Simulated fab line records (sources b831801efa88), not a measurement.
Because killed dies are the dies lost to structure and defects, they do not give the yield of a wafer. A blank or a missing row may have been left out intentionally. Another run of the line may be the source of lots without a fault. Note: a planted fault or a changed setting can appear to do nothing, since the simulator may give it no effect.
fab line records + flow gf180mcu
record:
- lots: 12
- wafers: 36
- lastDay: 34
route steps=602 shown LVPWELL@64 MVSD@73 VT_IMPLANT@109
lots untouched by any fault: they come from a run of this same line in which no faults occurred
startH: hours from the record's opening day to when the first of the lot's shown wafers began + waitH: hours elapsed since this lot's preceding step + " unchanged from the row above + L1.1+2: several wafers, shown together as one row + - no value, or no start given + * or withheld: withheld + < > ~ a bound
route shown NAME@n: NAME is a module with steps in the file, n the number in the route of the first one + usual: the fault-free wafers' mean and standard deviation + same: alike in all rows + chamber/n: place in a boat + sites: each site's reading + _std_site: standard deviation across them + _edge_site: mean of outer sites minus mean of inner sites + radiusMm: how far each site lies from the wafer's centre + mask NAME#n: copy n + behind: the tool/chamber that last shaped the wafer + hold: reason for holding the lot/hours on hold/outcome of the hold + device: whichever transistor did not switch (one of n, p or np) + end of line: tests run on the same wafers once the route is complete + a step with no rows: only its recipe + killed: the dies lost at the first sort to structure and to defects; this is not the yield of the wafer + map: a wafer's dies, marking killed ones x, the rest . and places with no die _
set.NAME: setting as actually run; set.NAME@STEP: the setting as run at that earlier step + model.NAME: the simulator's own value behind a step, which no gauge read
one table for each step of the route and one row for each wafer, over a sample of lots
services: a tool's chamber out of use, with start hour (startH, from the record's first day; less than 0 if before it), hours out, and reason
== steps ==
step: GF_LVPWELL_STRIP_10
recipe:
- chemistry: O2/N2
- powerW: 1400
- pressureMtorr: 1500
- platenTempC: 250
- o2FlowSccm: 3000
- n2FlowSccm: 300
- overashFraction: 0.5
usual:
- chamberPressureMTorr: 1500.0/1.5
- drypumpMotorCurrentA: 5.9/0.43
- heaterPowerW: 356/51
- oesProductAu: 0.723/0.0046
- stripTimeToEndpointS: 36.91/0.09
| lot.wafer | tool           | chamber | startH | waitH | chamberPressureMTorr | drypumpMotorCurrentA | heaterPowerW | oesProductAu | rfHoursCounterH | stripTimeToEndpointS |
|-----------|----------------|---------|--------|-------|----------------------|----------------------|--------------|--------------|-----------------|----------------------|
| L385.3    | plasmaAsher-01 | 0       | 69.60  | 0.1   | 1501.0               | 6.3                  | 290          | 0.722        | -               | 37.00                |
| L385.5    | "              | 1       | "      | "     | 1499.7               | 6.1                  | 427          | 0.717        | -               | 36.93                |
| L385.6    | "              | 0       | "      | "     | 1499.2               | 6.3                  | 291          | 0.722        | -               | 37.03                |
| L389.3    | plasmaAsher-03 | 0       | 93.26  | 0.1   | 1499.6               | 6.4                  | 338          | 0.727        | -               | 37.00                |
| L389.4    | "              | 1       | "      | "     | 1500.2               | 5.6                  | 309          | 0.721        | -               | 36.83                |
| L389.6    | "              | 1       | "      | "     | 1500.8               | 5.6                  | 304          | 0.727        | -               | 36.87                |
| L391.2    | plasmaAsher-03 | 0       | 103.09 | 0.1   | 1500.7               | 6.4                  | 333          | 0.717        | 45              | 36.76                |
| L391.3    | "              | 1       | "      | "     | 1499.0               | 5.6                  | 308          | 0.718        | -               | 36.93                |
| L391.4    | "              | 0       | "      | "     | 1500.2               | 6.4                  | 327          | 0.721        | -               | 36.97                |
| L393.3    | plasmaAsher-04 | 1       | 116.66 | 0.1   | 1501.3               | 5.7                  | 382          | 0.719        | -               | 37.08                |
| L393.4    | "              | 0       | "      | "     | 1503.8               | 5.2                  | 413          | 0.725        | -               | 37.02                |
| L393.6    | "              | 1       | "      | "     | 1500.2               | 5.7                  | 385          | 0.729        | -               | 37.00                |
| L396.1    | plasmaAsher-01 | 0       | 131.92 | 0.1   | 1500.2               | 6.3                  | 295          | 0.727        | 47              | 36.89                |
| L396.2    | "              | 1       | "      | "     | 1498.9               | 6.1                  | 415          | 0.724        | 47              | 36.82                |
| L396.5    | "              | 1       | "      | "     | 1502.0               | 6.1                  | 419          | 0.726        | -               | 36.83                |
| L397.4    | plasmaAsher-03 | 1       | 135.71 | 0.1   | 1499.8               | 5.6                  | 305          | 0.718        | -               | 37.02                |
| L397.5    | "              | 1       | "      | "     | 1499.7               | 5.6                  | 304          | 0.724        | -               | 36.94                |
| L397.6    | "              | 0       | "      | "     | 1498.3               | 6.4                  | 356          | 0.729        | -               | 36.99                |
| L401.1    | plasmaAsher-04 | 0       | 159.36 | 0.1   | 1495.7               | 5.2                  | 416          | 0.721        | 49              | 36.85                |
| L401.4    | "              | 1       | "      | "     | 1498.4               | 5.7                  | 390          | 0.719        | -               | 36.83                |
| L401.5    | "              | 0       | "      | "     | 1501.4               | 5.2                  | 429          | 0.717        | -               | 36.92                |
| L402.1    | plasmaAsher-04 | 0       | 168.58 | 0.1   | 1502.8               | 5.2                  | 416          | 0.726        | 50              | 36.82                |
| L402.2    | "              | 1       | "      | "     | 1498.4               | 5.7                  | 388          | 0.724        | 50              | 36.78                |
| L402.5    | "              | 1       | "      | "     | 1502.3               | 5.7                  | 371          | 0.722        | -               | 36.90                |
| L403.2    | plasmaAsher-01 | 1       | 170.01 | 0.1   | 1501.6               | 6.1                  | 423          | 0.718        | 51              | 36.86                |
| L403.4    | "              | 0       | "      | "     | 1499.5               | 6.3                  | 283          | 0.724        | -               | 36.87                |
| L403.5    | "              | 1       | "      | "     | 1502.6               | 6.1                  | 432          | 0.712        | -               | 36.89                |
| L404.2    | plasmaAsher-03 | 1       | 174.08 | 0.1   | 1498.0               | 5.6                  | 305          | 0.722        | 6               | 37.00                |
| L404.3    | "              | 1       | "      | "     | 1500.4               | 5.6                  | 308          | 0.729        | -               | 36.93                |
| L404.6    | "              | 1       | "      | "     | 1502.1               | 5.6                  | 305          | 0.719        | -               | 36.87                |
| L408.1    | plasmaAsher-01 | 1       | 198.18 | 0.1   | 1499.3               | 6.1                  | 425          | 0.715        | 54              | 37.05                |
| L408.5    | "              | 1       | "      | "     | 1501.3               | 6.1                  | 429          | 0.726        | -               | 36.98                |
| L408.6    | "              | 0       | "      | "     | 1499.0               | 6.3                  | 294          | 0.724        | -               | 37.00                |
| L407.1    | plasmaAsher-04 | 1       | 198.26 | 0.1   | 1500.2               | 5.7                  | 372          | 0.728        | 53              | 37.02                |
| L407.2    | "              | 0       | "      | "     | 1496.5               | 5.1                  | 402          | 0.728        | 53              | 37.06                |
| L407.6    | "              | 1       | "      | "     | 1500.6               | 5.7                  | 369          | 0.724        | -               | 37.08                |
step: GF_MVSD_OVL_MEAS_07
usual:
- MVSD_OVL: -0.1/1.4
| lot.wafer | tool       | chamber | startH | waitH | MVSD_OVL[nm] |
|-----------|------------|---------|--------|-------|--------------|
| L385.3    | overlay-01 | -       | 83.15  | -     | -1.9         |
| L385.5    | "          | -       | "      | "     | -2.1         |
| L385.6    | "          | -       | "      | "     | -3.5         |
| L389.3    | overlay-01 | -       | 106.90 | -     | -0.7         |
| L389.4    | "          | -       | "      | "     | 0.7          |
| L389.6    | "          | -       | "      | "     | -0.4         |
| L391.2    | overlay-02 | -       | 116.65 | -     | 1.7          |
| L391.3    | "          | -       | "      | "     | 2.0          |
| L391.4    | "          | -       | "      | "     | 1.6          |
| L393.3    | overlay-01 | -       | 131.35 | -     | -1.7         |
| L393.4    | "          | -       | "      | "     | -1.4         |
| L393.6    | "          | -       | "      | "     | -1.7         |
| L396.1    | overlay-02 | -       | 146.97 | -     | -0.5         |
| L396.2    | "          | -       | "      | "     | -0.4         |
| L396.5    | "          | -       | "      | "     | -0.8         |
| L397.4    | overlay-02 | -       | 151.69 | -     | 0.4          |
| L397.5    | "          | -       | "      | "     | 1.0          |
| L397.6    | "          | -       | "      | "     | 1.5          |
| L401.1    | overlay-02 | -       | 175.52 | -     | 0.3          |
| L401.4    | "          | -       | "      | "     | -0.4         |
| L401.5    | "          | -       | "      | "     | -0.1         |
| L402.1    | overlay-01 | -       | 185.84 | -     | 0.7          |
| L402.2    | "          | -       | "      | "     | -1.6         |
| L402.5    | "          | -       | "      | "     | 0.6          |
| L403.2    | overlay-02 | -       | 186.20 | -     | -1.9         |
| L403.4    | "          | -       | "      | "     | -2.4         |
| L403.5    | "          | -       | "      | "     | -0.3         |
| L404.2    | overlay-02 | -       | 190.93 | -     | 0.9          |
| L404.3    | "          | -       | "      | "     | 0.5          |
| L404.6    | "          | -       | "      | "     | 1.8          |
| L408.1    | overlay-01 | -       | 214.99 | -     | -3.3         |
| L408.5    | "          | -       | "      | "     | -1.6         |
| L408.6    | "          | -       | "      | "     | -2.9         |
| L407.1    | overlay-02 | -       | 215.27 | -     | -0.7         |
| L407.2    | "          | -       | "      | "     | 0.6          |
| L407.6    | "          | -       | "      | "     | 0.9          |
step: GF_VT_IMPLANT_IMPLANT_19
recipe:
- species: As
- energyKev: 100
- doseCm2: 4.35e+12
- tiltDeg: 7
usual:
- doseIonsCm2: 4.35e+12/5.3e+09
- faradayCurrentUA: 24.6/0.5
| lot.wafer | tool         | chamber | startH | waitH | doseIonsCm2 | faradayCurrentUA |
|-----------|--------------|---------|--------|-------|-------------|------------------|
| L385.3    | implanter-04 | 0       | 125.96 | 0.1   | 4.348e+12   | 24.1             |
| L385.5    | "            | 0       | "      | "     | 4.353e+12   | 23.0             |
| L385.6    | "            | 0       | "      | "     | 4.351e+12   | 24.8             |
| L389.3    | implanter-01 | 0       | 153.01 | 0.1   | 4.346e+12   | 24.1             |
| L389.4    | "            | 0       | "      | "     | 4.346e+12   | 25.2             |
| L389.6    | "            | 0       | "      | "     | 4.355e+12   | 24.9             |
| L391.2    | implanter-01 | 0       | 162.04 | 0.0   | 4.348e+12   | 24.2             |
| L391.3    | "            | 0       | "      | "     | 4.35e+12    | 23.9             |
| L391.4    | "            | 0       | "      | "     | 4.349e+12   | 24.3             |
| L393.3    | implanter-03 | 0       | 178.91 | 0.1   | 4.342e+12   | 25.0             |
| L393.4    | "            | 0       | "      | "     | 4.352e+12   | 25.7             |
| L393.6    | "            | 0       | "      | "     | 4.35e+12    | 24.5             |
| L396.1    | implanter-01 | 0       | 196.61 | 0.0   | 4.357e+12   | 24.9             |
| L396.2    | "            | 0       | "      | "     | 4.343e+12   | 24.1             |
| L396.5    | "            | 0       | "      | "     | 4.354e+12   | 24.4             |
| L397.4    | implanter-03 | 0       | 201.44 | 0.1   | 4.344e+12   | 24.1             |
| L397.5    | "            | 0       | "      | "     | 4.351e+12   | 24.5             |
| L397.6    | "            | 0       | "      | "     | 4.353e+12   | 25.1             |
| L401.1    | implanter-03 | 0       | 227.27 | 0.0   | 4.349e+12   | 24.6             |
| L401.4    | "            | 0       | "      | "     | 4.346e+12   | 24.4             |
| L401.5    | "            | 0       | "      | "     | 4.349e+12   | 24.6             |
| L402.1    | implanter-03 | 0       | 238.76 | 0.0   | 8.393e+12   | 46.7             |
| L402.2    | "            | 0       | "      | "     | 8.386e+12   | 47.2             |
| L402.5    | "            | 0       | "      | "     | 8.39e+12    | 47.3             |
| L403.2    | implanter-04 | 0       | 238.98 | 0.0   | 4.355e+12   | 24.4             |
| L403.4    | "            | 0       | "      | "     | 4.354e+12   | 24.0             |
| L403.5    | "            | 0       | "      | "     | 4.353e+12   | 24.2             |
| L404.2    | implanter-03 | 0       | 244.79 | 0.0   | 8.388e+12   | 46.4             |
| L404.3    | "            | 0       | "      | "     | 8.389e+12   | 47.6             |
| L404.6    | "            | 0       | "      | "     | 8.387e+12   | 47.1             |
| L408.1    | implanter-04 | 0       | 270.86 | 0.0   | 4.347e+12   | 25.0             |
| L408.5    | "            | 0       | "      | "     | 4.356e+12   | 24.9             |
| L408.6    | "            | 0       | "      | "     | 4.342e+12   | 25.1             |
| L407.1    | implanter-04 | 0       | 271.46 | 0.0   | 4.35e+12    | 24.6             |
| L407.2    | "            | 0       | "      | "     | 4.352e+12   | 24.6             |
| L407.6    | "            | 0       | "      | "     | 4.342e+12   | 24.7             |
step: GF_VT_IMPLANT_TW_MEAS_21
usual:
- VT_IMPLANT_2_TW: 1225/16
| lot.wafer | tool         | chamber | startH | waitH | VT_IMPLANT_2_TW |
|-----------|--------------|---------|--------|-------|-----------------|
| L385.3    | filmMetro-03 | -       | 126.18 | 0.1   | 1248            |
| L385.5    | "            | -       | "      | "     | 1245            |
| L385.6    | "            | -       | "      | "     | 1245            |
| L389.3    | filmMetro-04 | -       | 153.23 | 0.1   | 1201            |
| L389.4    | "            | -       | "      | "     | 1208            |
| L389.6    | "            | -       | "      | "     | 1211            |
| L391.2    | filmMetro-01 | -       | 162.27 | 0.1   | 1225            |
| L391.3    | "            | -       | "      | "     | 1229            |
| L391.4    | "            | -       | "      | "     | 1229            |
| L393.3    | filmMetro-04 | -       | 179.13 | 0.1   | 1207            |
| L393.4    | "            | -       | "      | "     | 1216            |
| L393.6    | "            | -       | "      | "     | 1206            |
| L396.1    | filmMetro-01 | -       | 196.86 | 0.1   | 1225            |
| L396.2    | "            | -       | "      | "     | 1224            |
| L396.5    | "            | -       | "      | "     | 1230            |
| L397.4    | filmMetro-01 | -       | 201.64 | 0.1   | 1223            |
| L397.5    | "            | -       | "      | "     | 1234            |
| L397.6    | "            | -       | "      | "     | 1221            |
| L401.1    | filmMetro-03 | -       | 227.52 | 0.1   | 1247            |
| L401.4    | "            | -       | "      | "     | 1243            |
| L401.5    | "            | -       | "      | "     | 1246            |
| L402.1    | filmMetro-03 | -       | 239.01 | 0.1   | 1534            |
| L402.2    | "            | -       | "      | "     | 1531            |
| L402.5    | "            | -       | "      | "     | 1531            |
| L403.2    | filmMetro-03 | -       | 239.22 | 0.1   | 1247            |
| L403.4    | "            | -       | "      | "     | 1241            |
| L403.5    | "            | -       | "      | "     | 1242            |
| L404.2    | filmMetro-03 | -       | 245.02 | 0.1   | 1524            |
| L404.3    | "            | -       | "      | "     | 1530            |
| L404.6    | "            | -       | "      | "     | 1521            |
| L408.1    | filmMetro-04 | -       | 271.11 | 0.1   | 1207            |
| L408.5    | "            | -       | "      | "     | 1210            |
| L408.6    | "            | -       | "      | "     | 1202            |
| L407.1    | filmMetro-04 | -       | 271.71 | 0.1   | 1206            |
| L407.2    | "            | -       | "      | "     | 1205            |
| L407.6    | "            | -       | "      | "     | 1198            |
step: GF_VT_IMPLANT_STRIP_31
recipe:
- chemistry: O2/N2
- powerW: 1400
- pressureMtorr: 1500
- platenTempC: 250
- o2FlowSccm: 3000
- n2FlowSccm: 300
- overashFraction: 0.5
usual:
- chamberPressureMTorr: 1500.0/1.4
- drypumpMotorCurrentA: 5.8/0.37
- heaterPowerW: 352/38
- oesProductAu: 0.716/0.0046
- stripTimeToEndpointS: 12.63/0.033
| lot.wafer | tool           | chamber | startH | waitH | chamberPressureMTorr | drypumpMotorCurrentA | heaterPowerW | oesProductAu | rfHoursCounterH | stripTimeToEndpointS |
|-----------|----------------|---------|--------|-------|----------------------|----------------------|--------------|--------------|-----------------|----------------------|
| L385.3    | plasmaAsher-02 | 1       | 141.61 | 0.1   | 1499.2               | 6.0                  | 352          | 0.708        | -               | 12.64                |
| L385.5    | "              | 0       | "      | "     | 1502.0               | 5.6                  | 313          | 0.716        | -               | 12.62                |
| L385.6    | "              | 1       | "      | "     | 1498.7               | 6.0                  | 359          | 0.705        | -               | 12.64                |
| L389.3    | plasmaAsher-02 | 0       | 168.90 | 0.1   | 1500.7               | 5.6                  | 315          | 0.726        | -               | 12.56                |
| L389.4    | "              | 1       | "      | "     | 1500.2               | 6.0                  | 355          | 0.712        | -               | 12.57                |
| L389.6    | "              | 1       | "      | "     | 1502.6               | 6.0                  | 356          | 0.719        | -               | 12.61                |
| L391.2    | plasmaAsher-04 | 0       | 178.56 | 0.1   | 1502.0               | 5.2                  | 430          | 0.717        | 51              | 12.67                |
| L391.3    | "              | 1       | "      | "     | 1495.5               | 5.7                  | 383          | 0.716        | -               | 12.62                |
| L391.4    | "              | 0       | "      | "     | 1503.4               | 5.1                  | 413          | 0.719        | -               | 12.68                |
| L393.3    | plasmaAsher-02 | 1       | 196.49 | 0.1   | 1501.0               | 6.0                  | 343          | 0.713        | -               | 12.65                |
| L393.4    | "              | 0       | "      | "     | 1496.4               | 5.6                  | 309          | 0.719        | -               | 12.71                |
| L393.6    | "              | 1       | "      | "     | 1496.7               | 6.0                  | 354          | 0.713        | -               | 12.68                |
| L396.1    | plasmaAsher-02 | 0       | 213.51 | 0.1   | 1500.1               | 5.6                  | 308          | 0.711        | 45              | 12.60                |
| L396.2    | "              | 1       | "      | "     | 1500.9               | 6.0                  | 352          | 0.712        | 45              | 12.59                |
| L396.5    | "              | 0       | "      | "     | 1501.7               | 5.6                  | 315          | 0.716        | -               | 12.65                |
| L397.4    | plasmaAsher-02 | 0       | 219.46 | 0.1   | 1500.2               | 5.6                  | 312          | 0.715        | -               | 12.59                |
| L397.5    | "              | 0       | "      | "     | 1499.1               | 5.6                  | 311          | 0.719        | -               | 12.61                |
| L397.6    | "              | 1       | "      | "     | 1499.7               | 6.0                  | 353          | 0.717        | -               | 12.60                |
| L401.1    | plasmaAsher-03 | 0       | 246.02 | 0.1   | 1502.0               | 6.4                  | 346          | 0.718        | 12              | 12.66                |
| L401.4    | "              | 0       | "      | "     | 1499.1               | 6.4                  | 349          | 0.718        | -               | 12.65                |
| L401.5    | "              | 1       | "      | "     | 1499.5               | 5.6                  | 298          | 0.718        | -               | 12.68                |
| L402.1    | plasmaAsher-03 | 1       | 257.26 | 0.1   | 1499.6               | 5.6                  | 310          | 0.715        | 14              | 12.63                |
| L402.2    | "              | 0       | "      | "     | 1499.0               | 6.4                  | 349          | 0.717        | 14              | 12.62                |
| L402.5    | "              | 0       | "      | "     | 1501.3               | 6.4                  | 352          | 0.728        | -               | 12.63                |
| L403.2    | plasmaAsher-02 | 1       | 257.36 | 0.1   | 1498.6               | 6.0                  | 352          | 0.729        | 50              | 12.60                |
| L403.4    | "              | 1       | "      | "     | 1500.7               | 6.0                  | 349          | 0.717        | -               | 12.64                |
| L403.5    | "              | 1       | "      | "     | 1501.2               | 6.0                  | 346          | 0.722        | -               | 12.64                |
| L404.2    | plasmaAsher-02 | 1       | 263.76 | 0.1   | 1502.6               | 6.0                  | 347          | 0.720        | 51              | 12.66                |
| L404.3    | "              | 0       | "      | "     | 1501.0               | 5.6                  | 317          | 0.718        | -               | 12.60                |
| L404.6    | "              | 1       | "      | "     | 1496.8               | 6.0                  | 348          | 0.719        | -               | 12.61                |
| L408.1    | plasmaAsher-04 | 1       | 290.61 | 0.1   | 1500.4               | 5.7                  | 391          | 0.716        | 64              | 12.59                |
| L408.5    | "              | 0       | "      | "     | 1498.3               | 5.2                  | 416          | 0.713        | -               | 12.63                |
| L408.6    | "              | 1       | "      | "     | 1499.9               | 5.7                  | 383          | 0.721        | -               | 12.65                |
| L407.1    | plasmaAsher-03 | 0       | 291.41 | 0.1   | 1499.0               | 6.4                  | 355          | 0.715        | 18              | 12.64                |
| L407.2    | "              | 1       | "      | "     | 1498.1               | 5.6                  | 300          | 0.716        | 18              | 12.64                |
| L407.6    | "              | 0       | "      | "     | 1499.8               | 6.4                  | 356          | 0.709        | -               | 12.63                |
== services ==
| tool           | chamber | startH | hours | kind      |
|----------------|---------|--------|-------|-----------|
| implanter-01   | -       | 62.08  | 8.0   | pm        |
| plasmaAsher-01 | -       | 63.02  | 2.3   | repair    |
| implanter-03   | -       | 70.02  | 106.0 | repair    |
| plasmaAsher-04 | -       | 74.73  | 2.8   | pm        |
| implanter-01   | -       | 99.93  | 2.0   | repair    |
| implanter-04   | -       | 100.68 | 5.2   | repair    |
| plasmaAsher-03 | -       | 108.75 | 9.0   | pm        |
| plasmaAsher-03 | 0       | 108.75 | 9.0   | ventCycle |
| plasmaAsher-03 | 1       | 108.75 | 9.0   | ventCycle |
| implanter-01   | -       | 109.40 | 1.2   | repair    |
| plasmaAsher-03 | 0       | 117.75 | -     | clean     |
| plasmaAsher-03 | 1       | 117.75 | -     | clean     |
| plasmaAsher-04 | -       | 125.94 | 0.4   | repair    |
| plasmaAsher-04 | -       | 175.00 | 3.5   | repair    |
| plasmaAsher-04 | -       | 179.18 | 1.7   | repair    |
| plasmaAsher-03 | -       | 197.43 | 6.9   | repair    |
| plasmaAsher-04 | -       | 221.25 | 3.4   | repair    |
| implanter-01   | -       | 224.25 | 0.9   | repair    |
| plasmaAsher-03 | -       | 227.18 | 2.8   | pm        |
| implanter-04   | -       | 228.25 | 6.4   | repair    |
| plasmaAsher-01 | -       | 240.03 | 42.7  | repair    |
| implanter-03   | -       | 263.76 | 3.5   | pm        |
| implanter-01   | -       | 275.65 | 2.3   | repair    |
| plasmaAsher-02 | -       | 286.77 | 5.9   | repair    |
== key ==
firstSign:
- step: GF_VT_IMPLANT_IMPLANT_19
- reading: doseIonsCm2
- direction: up
- sigmas: 99+
- usual: 4.35e+12
- struck: 8.389e+12
effect:
- step: GF_VT_IMPLANT_IMPLANT_19
- reading: faradayCurrentUA
- direction: up
- sigmas: 45
- usual: 24.6
- struck: 47.0
effect:
- step: GF_VT_IMPLANT_TW_MEAS_21
- reading: VT_IMPLANT_2_TW
- direction: up
- sigmas: 19
- usual: 1225
- struck: 1529
metAt GF_VT_IMPLANT_IMPLANT_19
struckLots L402,L404
testerLeftOut L402,L404
notActingAt GF_LVPWELL_STRIP_10,GF_MVSD_OVL_MEAS_07,GF_VT_IMPLANT_STRIP_31
onsetBetween 227.27 238.76
fault:
- kind: processParameterDrift
- tool: implanter-03
- chamber: -
- onsetH: 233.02
- steps: GF_VT_IMPLANT_IMPLANT_19
- channel: doseCm2
- offset: 4.0373e+12
- shape: step
- endH: 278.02
- actsIn: theseRecipesOnly
- stated: 4.35e+12
testerLeftOut: of these lots the tester's yield and bins aren't shown, on N5 and GAA mostly nor the transistor test; their killed dies are dies lost to structure and defects alone, not to doping, threshold or leakage, so they don't give the yield
